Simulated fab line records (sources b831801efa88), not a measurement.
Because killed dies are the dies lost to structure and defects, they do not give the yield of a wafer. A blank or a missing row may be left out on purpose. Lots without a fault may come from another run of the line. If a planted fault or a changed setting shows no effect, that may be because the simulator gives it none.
2 desks looking at one fault -- flow gf180mcu -- every desk sees just its own numbers, and what lay behind them comes last

## FOR THE TOOL OWNER'S DESK: rie_metal-03
The tool's own readings at GF_MIM_METAL_ETCH_19 (etches the open film in Cl2/BCl3, stops on Si3N4, target depth 324.5 nm, time 54.1 s): means of the sampled wafers that have a number, for each lot that ran on this tool. Marked OUT: a lot whose mean sits more than 4 standard deviations from the usual mean, which makes it out of limits; the brackets give that distance.
Columns: A = bcl3_flow_sccm at GF_MIM_METAL_ETCH_19, usual 39.98 sccm; B = bias_w at GF_MIM_METAL_ETCH_19, usual 140.0 W; C = drypump_motor_current_A at GF_MIM_METAL_ETCH_19, usual 5.48 A; D = he_backside_leak_sccm at GF_MIM_METAL_ETCH_19, usual 3.25 sccm; E = oes_product_au at GF_MIM_METAL_ETCH_19, usual 0.947 a.u.; F = throttle_valve_pct at GF_MIM_METAL_ETCH_19, usual 28.280 %
lot,first seen here,A,B,C,D,E,F
L116,day 26 13:07,39.97,140.0,5.23,3.25,0.946,28.286
L134,day 32 00:11,40.20,140.0,5.38,3.11,0.953,28.271
This desk found nothing out of limits on any of the 2 lots.

## THE METROLOGY DESK
What the gauges read for every lot (on any tool): the sampled wafers with a number, averaged. Marked OUT: a lot whose mean sits more than 4 standard deviations from the usual mean, which makes it out of limits; the brackets give that distance.
Columns: A = M4_OVL at GF_M4_OVL_MEAS_15, usual 7 nm; B = V5_CVD_02_THK at GF_V5_THK_MEAS_03, usual 1452 nm
lot,first seen here,A,B
L112,day 23 11:10,12,1448
L114,day 24 03:16,13,1452
L116,day 24 14:31,10,1447
L118,day 25 07:05,8,1438
L120,day 26 01:23,6,1450
L127,day 28 14:09,12,-
L128,day 28 18:50,2,-
L133,day 29 23:45,13,1458
L132,day 30 00:35,3,1456
L134,day 30 09:40,1,1445
L135,day 30 16:23,7,1456
This desk found nothing out of limits on any of the 11 lots.

## BROUGHT TOGETHER
The tool owner's desk saw nothing out of limits.
From the metrology desk's view, nothing was out of limits.

## WHAT HAD BEEN PUT IN BY THE SIMULATOR
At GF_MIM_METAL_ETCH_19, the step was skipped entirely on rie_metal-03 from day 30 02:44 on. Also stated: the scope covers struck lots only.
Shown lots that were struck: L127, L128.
